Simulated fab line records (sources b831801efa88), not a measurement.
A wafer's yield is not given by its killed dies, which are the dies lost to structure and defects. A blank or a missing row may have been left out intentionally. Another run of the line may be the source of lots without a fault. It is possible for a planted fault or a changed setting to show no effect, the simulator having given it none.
The same fault as seen by 2 desks ; flow gf180mcu ; what lay behind the numbers comes last; until then each desk has only its own

== FROM THE METROLOGY DESK ==
Lot by lot, what the gauges showed, no matter which tool ran the lot: averages of those sampled wafers that carry a number. Marked OUT: a lot whose mean sits more than 4 standard deviations from the usual mean, which makes it out of limits; the brackets give that distance.
Columns: A = V1_OVL at GF_V1_OVL_MEAS_15, usual -1 nm; B = M4_ALCU_THK at GF_M4_THK_MEAS_06, usual 452 nm
lot;first seen here;A;B
L768;day 17 23:48;-2;445
L771;day 19 07:48;5;448
L772;day 19 13:30;-2;453
L773;day 20 03:37;-5;448
L776;day 21 07:06;-0;456
L777;day 21 20:13;2;454
L785;day 24 08:57;-10;442
L786;day 24 16:27;4;451
L787;day 25 00:43;-6;459
L788;day 25 08:33;-1;454
L789;day 25 16:00;-9;443
L790;day 25 23:16;6;448
L791;day 26 02:42;-5;451
Finding of this desk: none of the 13 lots has anything out of limits.

== THE TOOL OWNER'S DESK: litho track-04 ==
The tool's own readings at GF_LVPWELL_COAT_02 (resist thk 3000 nm): means of the sampled wafers that have a number, for each lot that ran on this tool. Marked OUT: a lot whose mean sits more than 4 standard deviations from the usual mean, which makes it out of limits; the brackets give that distance.
Columns: A = chill plate temp C at GF_LVPWELL_COAT_02, usual 23.01 C
lot;first seen here;A
L772;day 4 11:41;23.01
L773;day 4 17:53;23.14
L776;day 5 08:38;22.91
L790;day 8 16:55;22.93
L791;day 8 21:38;23.00
Finding of this desk: none of the 5 lots has anything out of limits.

== PUT TOGETHER ==
Metrology desk: nothing out of limits seen.
The tool owner's desk saw nothing out of limits.

== WHAT THE SIMULATOR HAD PUT IN ==
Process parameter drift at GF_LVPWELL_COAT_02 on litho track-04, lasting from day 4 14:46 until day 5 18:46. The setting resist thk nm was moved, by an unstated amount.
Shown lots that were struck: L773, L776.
